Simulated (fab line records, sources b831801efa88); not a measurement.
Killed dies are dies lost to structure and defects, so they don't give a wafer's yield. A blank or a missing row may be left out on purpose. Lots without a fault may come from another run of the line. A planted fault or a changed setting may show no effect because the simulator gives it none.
Which tool did it? | flow gf180mcu | 24 lots, 72 wafers sampled, at 5 steps of a route of 602

WHAT THE GAUGES READ, wafer by wafer
GF_MIM_THK_MEAS_11: measures by xrf. Usual: MIM_ALCU_THK 196.9 nm, standard deviation 2.4.
lot  | measured     | on            | MIM_ALCU_THK (nm) | flag
L074 | day 24 05:02 | film_metro-01 | 189.9 192.5 193.7 |
L075 | day 24 18:02 | film_metro-04 | 200.7 198.8 201.5 |
L076 | day 24 19:23 | film_metro-02 | 196.8 196.2 196.6 |
L077 | day 25 14:17 | film_metro-02 | 195.0 196.0 195.7 |
L078 | day 25 18:07 | film_metro-04 | 196.4 195.6 196.2 |
L081 | day 26 18:01 | film_metro-04 | 197.0 197.7 195.4 |
L079 | day 26 18:55 | film_metro-04 | 194.5 196.7 191.3 |
L080 | day 26 19:08 | film_metro-01 | 202.2 200.8 200.3 |
L082 | day 27 04:32 | film_metro-02 | 197.5 195.5 197.3 |
L083 | day 27 18:44 | film_metro-01 | 195.0 196.1 197.0 |
L084 | day 27 19:02 | film_metro-04 | 200.2 199.5 200.7 |
L085 | day 28 06:53 | film_metro-04 | 200.7 199.9 199.5 |
L086 | day 28 10:52 | film_metro-04 | 197.2 198.8 202.1 |
L087 | day 29 05:19 | film_metro-01 | 197.0 196.0 196.3 |
L088 | day 29 08:28 | film_metro-04 | 195.9 195.6 192.0 |
L089 | day 29 17:02 | film_metro-02 | 194.5 194.8 197.7 |
L091 | day 30 05:11 | film_metro-04 | 194.2 191.9 194.8 |
L090 | day 30 06:52 | film_metro-04 | 196.3 196.0 198.2 |
L092 | day 30 08:59 | film_metro-02 | 198.9 195.0 196.1 |
L093 | day 30 21:40 | film_metro-04 | 198.6 197.6 199.0 |
L094 | day 30 22:50 | film_metro-02 | 195.2 194.4 194.0 |
L095 | day 31 05:43 | film_metro-04 | 194.5 196.5 194.4 |
L096 | day 31 08:08 | film_metro-01 | 197.6 197.0 197.6 |
L097 | day 31 17:50 | film_metro-01 | 196.5 197.7 196.7 |

GF_TOP_METAL_OVL_MEAS_15. Usual: TOP_METAL_OVL 0.6 nm, standard deviation 1.2.
lot  | measured     | on         | TOP_METAL_OVL (nm) | flag
L074 | day 27 19:00 | overlay-01 | 1.8 1.2 1.0        |
L075 | day 28 10:07 | overlay-01 | -1.5 -0.3 -1.8     |
L076 | day 28 11:07 | overlay-01 | 0.7 0.3 0.4        |
L077 | day 29 02:49 | overlay-01 | 1.2 2.4 2.2        |
L078 | day 29 07:28 | overlay-01 | 3.0 1.7 1.3        |
L081 | day 30 03:43 | overlay-01 | -0.5 0.1 1.5       |
L079 | day 30 05:05 | overlay-01 | 1.1 0.5 1.9        |
L080 | day 30 05:52 | overlay-01 | 0.5 0.2 0.1        |
L082 | day 30 11:49 | overlay-01 | 0.5 -0.5 0.8       |
L083 | day 31 01:07 | overlay-01 | -0.7 0.2 -0.8      |
L084 | day 31 02:17 | overlay-01 | -0.4 -0.6 1.1      |
L085 | day 31 12:13 | overlay-01 | 1.5 1.5 1.6        |
L086 | day 31 15:34 | overlay-01 | 0.6 0.8 1.5        |
L087 | day 32 07:34 | overlay-01 | -0.8 -0.4 1.2      |
L088 | day 32 10:44 | overlay-01 | -1.2 -2.7 -0.9     |
L089 | day 32 19:34 | overlay-01 | 0.8 1.8 1.7        |
L091 | day 33 05:29 | overlay-01 | 2.7 2.0 1.7        |
L090 | day 33 07:16 | overlay-01 | 1.4 0.9 0.3        |
L092 | day 33 07:43 | overlay-01 | -0.9 -0.2 -0.4     |
L093 | day 33 20:05 | overlay-01 | -0.9 0.2 -0.1      |
L094 | day 33 21:19 | overlay-01 | 1.0 0.9 1.4        |
L095 | day 34 03:40 | overlay-01 | 2.8 1.5 3.5        |
L096 | day 34 04:14 | overlay-01 | 0.1 0.5 0.6        |
L097 | day 34 13:04 | overlay-02 | 1.4 3.5 1.2        |

WHICH TOOL RAN EACH LOT (tool, then ch and the chambers of the sampled wafers, then the start)
lot  | GF_V3_SPUTTER_21             | GF_V4_CMP_04                  | GF_V4_SPUTTER_22
L074 | pvd_sputter-04, day 22 03:29 | cmp-02 ch 2,3, day 23 04:14   | pvd_sputter-03, day 24 03:52
L075 | pvd_sputter-01, day 22 15:58 | cmp-02 ch 0,1,3, day 23 16:52 | pvd_sputter-03, day 24 16:52
L076 | pvd_sputter-03, day 22 18:10 | cmp-01 ch 0,1,2, day 23 18:43 | pvd_sputter-02, day 24 18:13
L077 | pvd_sputter-04, day 23 11:46 | cmp-02 ch 1,3, day 24 12:44   | pvd_sputter-02, day 25 12:50
L078 | pvd_sputter-03, day 23 17:55 | cmp-01 ch 0,1,2, day 24 18:17 | pvd_sputter-02, day 25 16:57
L081 | pvd_sputter-04, day 24 19:30 | cmp-01 ch 0,1, day 25 18:03   | pvd_sputter-04, day 26 16:47
L079 | pvd_sputter-04, day 24 20:40 | cmp-01 ch 0,3, day 25 19:07   | pvd_sputter-02, day 26 17:44
L080 | pvd_sputter-01, day 24 21:04 | cmp-02 ch 0,2,3, day 25 19:24 | pvd_sputter-04, day 26 17:58
L082 | pvd_sputter-03, day 25 06:32 | cmp-01 ch 2,3, day 26 05:08   | pvd_sputter-04, day 27 03:22
L083 | pvd_sputter-04, day 25 19:12 | cmp-02 ch 1,2, day 26 18:52   | pvd_sputter-04, day 27 17:34
L084 | pvd_sputter-03, day 25 19:49 | cmp-02 ch 0,2, day 26 19:36   | pvd_sputter-02, day 27 17:40
L085 | pvd_sputter-03, day 26 10:20 | cmp-02 ch 0,1,3, day 27 09:35 | pvd_sputter-04, day 28 05:26
L086 | pvd_sputter-03, day 26 12:49 | cmp-02 ch 0,1, day 27 12:20   | pvd_sputter-02, day 28 09:30
L087 | pvd_sputter-01, day 27 09:33 | cmp-02 ch 0,1,3, day 28 07:20 | pvd_sputter-02, day 29 04:08
L088 | pvd_sputter-04, day 27 12:39 | cmp-01 ch 0,1, day 28 11:13   | pvd_sputter-03, day 29 07:19
L089 | pvd_sputter-03, day 27 22:43 | cmp-01 ch 0,2, day 28 19:55   | pvd_sputter-03, day 29 15:52
L091 | pvd_sputter-04, day 28 11:08 | cmp-01 ch 0,1,2, day 29 08:02 | pvd_sputter-03, day 30 04:01
L090 | pvd_sputter-03, day 28 12:13 | cmp-02 ch 1,2, day 29 09:28   | pvd_sputter-02, day 30 05:10
L092 | pvd_sputter-01, day 28 13:59 | cmp-01 ch 1,2,3, day 29 11:14 | pvd_sputter-02, day 30 06:58
L093 | pvd_sputter-01, day 29 04:12 | cmp-01 ch 0,2,3, day 30 01:05 | pvd_sputter-04, day 30 20:30
L094 | pvd_sputter-03, day 29 05:07 | cmp-01 ch 0,1,3, day 30 02:25 | pvd_sputter-03, day 30 21:40
L095 | pvd_sputter-03, day 29 12:23 | cmp-01 ch 0,1,3, day 30 09:01 | pvd_sputter-02, day 31 04:33
L096 | pvd_sputter-01, day 29 13:13 | cmp-02 ch 0,1,3, day 30 11:55 | pvd_sputter-04, day 31 06:58
L097 | pvd_sputter-03, day 30 01:40 | cmp-02 ch 1,2, day 30 21:55   | pvd_sputter-03, day 31 16:40
- GF_V3_SPUTTER_21: material Ti, target thk 15 nm, time 80.02 s.
- GF_V4_CMP_04: polishes SiO2.
- GF_V4_SPUTTER_22: material TiN, target thk 10 nm, time 40 s.

WHAT THE TOOLS THEMSELVES READ (means of the sampled wafers that have a number; where no wafer has one, the mark that the record gives instead)
GF_V3_SPUTTER_21. Usual: throttle_valve_pct 29.5 %, standard deviation 1.1.
lot  | tool           | throttle_valve_pct (%) | flag
L074 | pvd_sputter-04 | 28.6                   |
L075 | pvd_sputter-01 | 30.9                   |
L076 | pvd_sputter-03 | 29.6                   |
L077 | pvd_sputter-04 | 30.6                   |
L078 | pvd_sputter-03 | 28.5                   |
L081 | pvd_sputter-04 | 28.6                   |
L079 | pvd_sputter-04 | 28.9                   |
L080 | pvd_sputter-01 | 30.3                   |
L082 | pvd_sputter-03 | 29.6                   |
L083 | pvd_sputter-04 | 29.8                   |
L084 | pvd_sputter-03 | 30.2                   |
L085 | pvd_sputter-03 | 29.4                   |
L086 | pvd_sputter-03 | 28.4                   |
L087 | pvd_sputter-01 | 31.5                   |
L088 | pvd_sputter-04 | 29.3                   |
L089 | pvd_sputter-03 | 29.6                   |
L091 | pvd_sputter-04 | 29.7                   |
L090 | pvd_sputter-03 | 29.1                   |
L092 | pvd_sputter-01 | 30.8                   |
L093 | pvd_sputter-01 | 30.7                   |
L094 | pvd_sputter-03 | 28.7                   |
L095 | pvd_sputter-03 | 29.5                   |
L096 | pvd_sputter-01 | 30.6                   |
L097 | pvd_sputter-03 | 28.5                   |

GF_V4_CMP_04. Usual: motor_current_A 11.6 A, standard deviation 0.76; time_to_endpoint_s 80 s, standard deviation 5.9.
lot  | tool   | motor_current_A (A) | time_to_endpoint_s (s) | flag
L074 | cmp-02 | 11.7                | 83                     |
L075 | cmp-02 | 11.0                | 83                     |
L076 | cmp-01 | 11.9                | 78                     |
L077 | cmp-02 | 10.8                | 80                     |
L078 | cmp-01 | 11.7                | 79                     |
L081 | cmp-01 | 10.9                | 80                     |
L079 | cmp-01 | 12.0                | 81                     |
L080 | cmp-02 | 11.2                | 74                     |
L082 | cmp-01 | 12.4                | 76                     |
L083 | cmp-02 | 11.2                | 84                     |
L084 | cmp-02 | 11.0                | 77                     |
L085 | cmp-02 | 10.9                | 82                     |
L086 | cmp-02 | 10.9                | 75                     |
L087 | cmp-02 | 10.8                | 81                     |
L088 | cmp-01 | 11.6                | 80                     |
L089 | cmp-01 | 11.2                | 76                     |
L091 | cmp-01 | 11.9                | 72                     |
L090 | cmp-02 | 11.1                | 79                     |
L092 | cmp-01 | 12.3                | 77                     |
L093 | cmp-01 | 12.2                | 85                     |
L094 | cmp-01 | 12.5                | 89                     |
L095 | cmp-01 | 12.3                | 78                     |
L096 | cmp-02 | 10.4                | 79                     |
L097 | cmp-02 | 11.2                | 78                     |

GF_V4_SPUTTER_22. Usual: throttle_valve_pct 29.8 %, standard deviation 1.
lot  | tool           | throttle_valve_pct (%) | flag
L074 | pvd_sputter-03 | 29.4                   |
L075 | pvd_sputter-03 | 29.1                   |
L076 | pvd_sputter-02 | 30.1                   |
L077 | pvd_sputter-02 | 30.5                   |
L078 | pvd_sputter-02 | 30.5                   |
L081 | pvd_sputter-04 | 30.2                   |
L079 | pvd_sputter-02 | 30.1                   |
L080 | pvd_sputter-04 | 29.8                   |
L082 | pvd_sputter-04 | 28.7                   |
L083 | pvd_sputter-04 | 29.7                   |
L084 | pvd_sputter-02 | 30.6                   |
L085 | pvd_sputter-04 | 28.7                   |
L086 | pvd_sputter-02 | 30.9                   |
L087 | pvd_sputter-02 | 31.1                   |
L088 | pvd_sputter-03 | 30.1                   |
L089 | pvd_sputter-03 | 30.3                   |
L091 | pvd_sputter-03 | 29.5                   |
L090 | pvd_sputter-02 | 30.9                   |
L092 | pvd_sputter-02 | 30.0                   |
L093 | pvd_sputter-04 | 29.7                   |
L094 | pvd_sputter-03 | 28.9                   |
L095 | pvd_sputter-02 | 30.1                   |
L096 | pvd_sputter-04 | 29.4                   |
L097 | pvd_sputter-03 | 30.3                   |

THE ANSWER, worked out from the rows above alone
Rule: a lot is off if the mean of its wafers that have a number lies more than 3 standard deviations from the usual mean. A lot without any number at a reading at which 4 lots or more have one is off too. The other lots that the step has rows for count as sound. The gauges are gone through in route order, then the tools' own readings, and for those a lot's mean is taken as printed above. The first step at which some lot is off is used, and at that step the reading that is off furthest; a lot without a number counts as furthest.
No lot is off at any reading shown: from this, nothing can be told.

WHAT THE SIMULATOR HAD PUT IN
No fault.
